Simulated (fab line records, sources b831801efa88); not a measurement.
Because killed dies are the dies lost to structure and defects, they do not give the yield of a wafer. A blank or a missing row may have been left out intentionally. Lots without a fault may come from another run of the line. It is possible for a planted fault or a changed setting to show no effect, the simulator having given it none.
The tool behind it: which one? ; flow gf180mcu ; 34 wafers from 12 lots sampled at 6 of the route's 602 steps

## WHAT THE GAUGES READ, wafer by wafer
GF_V1_OVL_MEAS_15. Usual: V1_OVL gives 1 nm (standard deviation 6.2).
lot;measured;on;V1_OVL (nm);flag
L696;day 17 13:54;overlay-01;-10 0 0;
L697;day 18 22:55;overlay-01;-1 4 -4;
L698;day 19 15:20;overlay-02;4 3 -2;
L699;day 19 16:57;overlay-02;1 1 2;
L704;day 21 15:25;overlay-02;-2 12;
L709;day 23 00:46;overlay-01;-2 1;
L708;day 23 04:52;overlay-02;-8 -4 -6;
L712;day 24 05:42;overlay-02;-4 5 -4;
L713;day 24 10:23;overlay-02;-1 -2 -4;
L716;day 25 08:53;overlay-02;8 6 16;
L717;day 25 20:48;overlay-01;-10 -8 -6;
L719;day 26 03:54;overlay-01;3 2 5;

GF_M2_RS_MEAS_05: uses a four-point probe to measure. Usual: M2_ALCU_RS gives 0.0691 ohm/sq (standard deviation 0.00098).
lot;measured;on;M2_ALCU_RS (ohm/sq);flag
L696;day 17 15:32;film-metro-02;0.0699 0.0700 0.0697;
L697;day 19 00:35;film-metro-02;0.0692 0.0687 0.0691;
L698;day 19 16:57;film-metro-02;0.0701 0.0698 0.0697;
L699;day 19 18:34;film-metro-04;0.0718 0.0682 0.0702;
L704;day 21 17:07;film-metro-04;0.0738 0.0745 0.0738 0.0745;OFF
L709;day 23 02:24;film-metro-02;0.0696 0.0751 0.0696 0.0750;OFF
L708;day 23 06:34;film-metro-01;0.0755 0.0758 0.0705 0.0755 0.0758 0.0704;OFF
L712;day 24 07:42;film-metro-01;0.0667 0.0686 0.0672;
L713;day 24 12:00;film-metro-01;0.0694 0.0705 0.0680;
L716;day 25 10:32;film-metro-02;0.0679 0.0689 0.0687;
L717;day 25 22:29;film-metro-01;0.0696 0.0694 0.0696;
L719;day 26 05:31;film-metro-02;0.0683 0.0706 0.0703;

GF_M2_THK_MEAS_06: measures by xrf. Usual: M2_ALCU_THK gives 454 nm (standard deviation 7.6).
lot;measured;on;M2_ALCU_THK (nm);flag
L696;day 17 15:39;film-metro-02;450 451 452;
L697;day 19 00:42;film-metro-02;450 459 453;
L698;day 19 17:04;film-metro-02;443 447 451;
L699;day 19 18:41;film-metro-04;436 459 447;
L704;day 21 20:28;film-metro-04;422 417 423 418;OFF
L709;day 23 06:50;film-metro-02;455 420 457 421;
L708;day 23 10:21;film-metro-01;416 412 446 411 414 445;OFF
L712;day 24 07:49;film-metro-01;466 452 465;
L713;day 24 12:07;film-metro-01;448 444 457;
L716;day 25 10:40;film-metro-02;463 453 456;
L717;day 25 22:36;film-metro-01;449 448 447;
L719;day 26 05:38;film-metro-02;457 445 447;

## EACH LOT AND THE TOOL THAT RAN IT (in order: tool; ch and the chambers of the sampled wafers; start)
lot;GF_M2_SPUTTER_00;GF_M2_SPUTTER_01;GF_M2_SPUTTER_02
L696;pvd-sputter-03, day 17 15:19;pvd-sputter-03, day 17 15:25;pvd-sputter-03, day 17 15:26
L697;pvd-sputter-01, day 19 00:21;pvd-sputter-01, day 19 00:27;pvd-sputter-01, day 19 00:29
L698;pvd-sputter-01, day 19 16:44;pvd-sputter-01, day 19 16:50;pvd-sputter-01, day 19 16:52
L699;pvd-sputter-03, day 19 18:20;pvd-sputter-03, day 19 18:26;pvd-sputter-03, day 19 18:28
L704;pvd-sputter-01, day 21 16:50;pvd-sputter-01, day 21 16:56;pvd-sputter-01, day 21 16:58
L709;pvd-sputter-01, day 23 02:10;pvd-sputter-01, day 23 02:16;pvd-sputter-01, day 23 02:17
L708;pvd-sputter-01, day 23 06:17;pvd-sputter-01, day 23 06:23;pvd-sputter-01, day 23 06:25
L712;pvd-sputter-03, day 24 07:29;pvd-sputter-03, day 24 07:35;pvd-sputter-03, day 24 07:37
L713;pvd-sputter-03, day 24 11:47;pvd-sputter-03, day 24 11:53;pvd-sputter-03, day 24 11:55
L716;pvd-sputter-03, day 25 10:19;pvd-sputter-03, day 25 10:25;pvd-sputter-03, day 25 10:27
L717;pvd-sputter-01, day 25 22:13;pvd-sputter-01, day 25 22:20;pvd-sputter-01, day 25 22:22
L719;pvd-sputter-03, day 26 05:18;pvd-sputter-03, day 26 05:24;pvd-sputter-03, day 26 05:26
- GF_M2_SPUTTER_00: material Ti, target thk 37.5 nm, time 150 s.
- GF_M2_SPUTTER_01: material TiN, target thk 30 nm, time 25 s.
- GF_M2_SPUTTER_02: material AlCu, target thk 450 nm, time 23.9 s.

## AS READ BY THE TOOLS THEMSELVES (means over the sampled wafers that have a number; for cases with no such wafer, the mark the record gives instead)
GF_M2_SPUTTER_00. Usual: chamber-pressure-pa 2.000 Pa, standard deviation 0.0038; throttle-valve-pct 29.6 %, standard deviation 0.85.
lot;tool;chamber-pressure-pa (Pa);throttle-valve-pct (%);flag
L696;pvd-sputter-03;1.998;28.9;
L697;pvd-sputter-01;1.999;29.2;
L698;pvd-sputter-01;2.001;29.8;
L699;pvd-sputter-03;1.999;28.7;
L704;pvd-sputter-01;1.999;29.7;
L709;pvd-sputter-01;2.000;29.4;
L708;pvd-sputter-01;2.003;29.8;
L712;pvd-sputter-03;2.003;29.2;
L713;pvd-sputter-03;2.002;29.3;
L716;pvd-sputter-03;1.998;29.9;
L717;pvd-sputter-01;2.001;29.6;
L719;pvd-sputter-03;1.999;29.0;

GF_M2_SPUTTER_01. Usual: chamber-pressure-pa 0.4000 Pa, standard deviation 0.00081; throttle-valve-pct 29.5 %, standard deviation 0.87.
lot;tool;chamber-pressure-pa (Pa);throttle-valve-pct (%);flag
L696;pvd-sputter-03;0.3999;29.0;
L697;pvd-sputter-01;0.3994;29.2;
L698;pvd-sputter-01;0.4000;29.7;
L699;pvd-sputter-03;0.4004;28.8;
L704;pvd-sputter-01;0.3995;29.6;
L709;pvd-sputter-01;0.3990;29.4;
L708;pvd-sputter-01;0.4008;29.7;
L712;pvd-sputter-03;0.3998;28.9;
L713;pvd-sputter-03;0.4002;29.4;
L716;pvd-sputter-03;0.3996;29.8;
L717;pvd-sputter-01;0.3994;29.6;
L719;pvd-sputter-03;0.3995;28.9;

GF_M2_SPUTTER_02. Usual: chamber-pressure-pa 0.4000 Pa, standard deviation 0.00081; throttle-valve-pct 29.5 %, standard deviation 0.89.
lot;tool;chamber-pressure-pa (Pa);throttle-valve-pct (%);flag
L696;pvd-sputter-03;0.3996;28.7;
L697;pvd-sputter-01;0.4004;29.2;
L698;pvd-sputter-01;0.4008;29.8;
L699;pvd-sputter-03;0.4001;28.7;
L704;pvd-sputter-01;0.3998;29.5;
L709;pvd-sputter-01;0.4004;29.4;
L708;pvd-sputter-01;0.3995;29.7;
L712;pvd-sputter-03;0.4002;29.0;
L713;pvd-sputter-03;0.4004;29.5;
L716;pvd-sputter-03;0.4004;29.8;
L717;pvd-sputter-01;0.3993;29.6;
L719;pvd-sputter-03;0.3997;28.9;

## THE ANSWER, worked out from the rows above alone
Rule: a lot is off if the mean of its wafers that have a number lies more than 3 standard deviations from the usual mean. Also off: a lot with no number at a reading for which 4 or more lots have one. All remaining lots with rows at the step are treated as sound. Order of review: gauges by route order, followed by the tools' own readings, for which a lot's mean as printed above is used. The first step at which some lot is off is used, and at that step the reading that is off furthest; a lot without a number counts as furthest.
Off: at GF_M2_RS_MEAS_05 (M2_ALCU_RS), L704, L709, L708.
A tool fits if, at a process step before that reading, it ran every lot that is off, and no sound lot after the first of them. Those tools and the gauges at GF_M2_RS_MEAS_05 are tried in the same way. Of those tried, none fits.

## WHAT THE SIMULATOR HAD INSERTED
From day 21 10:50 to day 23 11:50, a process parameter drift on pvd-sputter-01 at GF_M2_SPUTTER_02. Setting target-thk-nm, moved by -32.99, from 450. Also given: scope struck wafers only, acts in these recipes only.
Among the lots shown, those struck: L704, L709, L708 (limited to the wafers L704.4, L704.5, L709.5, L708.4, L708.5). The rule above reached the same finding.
